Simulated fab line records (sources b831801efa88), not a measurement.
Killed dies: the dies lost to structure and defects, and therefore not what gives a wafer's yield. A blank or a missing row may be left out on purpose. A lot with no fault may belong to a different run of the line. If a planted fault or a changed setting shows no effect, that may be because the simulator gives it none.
Which of the tools did it? :: flow sky130 :: Sampling: 6 lots, 18 wafers, 3 of 708 route steps

== WHAT THE GAUGES SHOWED, per wafer ==
SKY_RES_XHIGH_TW_MEAS_09.
lot: L526
measured: day 26 23:56
on: filmMetro-01
RES_XHIGH_TW: 1654 1651 1650

lot: L529
measured: day 28 09:08
on: filmMetro-04
RES_XHIGH_TW: 1665 1675 1663

lot: L533
measured: day 30 08:46
on: filmMetro-01
RES_XHIGH_TW: 30 30 30

lot: L543
measured: day 32 15:38
on: filmMetro-04
RES_XHIGH_TW: 1651 1661 1660

lot: L545
measured: day 33 21:19
on: filmMetro-01
RES_XHIGH_TW: 1634 1636 1633

lot: L547
measured: day 34 02:47
on: filmMetro-03
RES_XHIGH_TW: 1626 1625 1635

== EACH LOT AND THE TOOL THAT RAN IT (in order: tool; ch and the chambers of the sampled wafers; start) ==
lot: L526
SKY_RES_PROTECT_STRIP_07: plasmaAsher-01 ch 0,1, day 15 11:22
SKY_RES_XHIGH_EXPOSE_04: ilineStepper-01 ch 0, day 26 09:55

lot: L529
SKY_RES_PROTECT_STRIP_07: plasmaAsher-01 ch 0,1, day 16 17:22
SKY_RES_XHIGH_EXPOSE_04: ilineStepper-01 ch 0, day 27 19:29

lot: L533
SKY_RES_PROTECT_STRIP_07: plasmaAsher-02 ch 0,1, day 19 00:29
SKY_RES_XHIGH_EXPOSE_04: ilineStepper-02 ch 0, day 29 20:40

lot: L543
SKY_RES_PROTECT_STRIP_07: plasmaAsher-02 ch 0,1, day 21 22:04
SKY_RES_XHIGH_EXPOSE_04: ilineStepper-02 ch 0, day 32 01:01

lot: L545
SKY_RES_PROTECT_STRIP_07: plasmaAsher-04 ch 0,1, day 22 21:52
SKY_RES_XHIGH_EXPOSE_04: ilineStepper-02 ch 0, day 33 07:37

lot: L547
SKY_RES_PROTECT_STRIP_07: plasmaAsher-01 ch 0,1, day 23 03:04
SKY_RES_XHIGH_EXPOSE_04: ilineStepper-01 ch 0, day 33 13:47
- SKY_RES_PROTECT_STRIP_07: strips in O2/N2.
- SKY_RES_XHIGH_EXPOSE_04: exposes mask URPM, target cd 1270 nm.

== THE ANSWER, worked out from the rows above alone ==
Rule: the usual values come from the lots themselves. The widest of any qualifying gaps counts: lots, ordered by their means at a reading, are off when they make up no more than a third of the lots, leave a main group of 4 or more, and stand apart from it by 3 or more times the standard deviation of that group's means. If all means in a main group match to the digits the tables above print for the reading, that group is not used. Also off: a lot with no number at a reading for which 4 or more lots have one. Where the step has rows for the other lots, those lots are counted as sound.
Off: at SKY_RES_XHIGH_TW_MEAS_09 (RES_XHIGH_TW), L533. The main group: mean 1648, standard deviation 14.
If a tool, at a process step before that reading, ran all the lots that are off and no sound lot after the first of them, it fits. Gauges at SKY_RES_XHIGH_TW_MEAS_09: tried the same way as those tools. No candidate that was tried fits.

== WHAT THE SIMULATOR HAD PUT IN ==
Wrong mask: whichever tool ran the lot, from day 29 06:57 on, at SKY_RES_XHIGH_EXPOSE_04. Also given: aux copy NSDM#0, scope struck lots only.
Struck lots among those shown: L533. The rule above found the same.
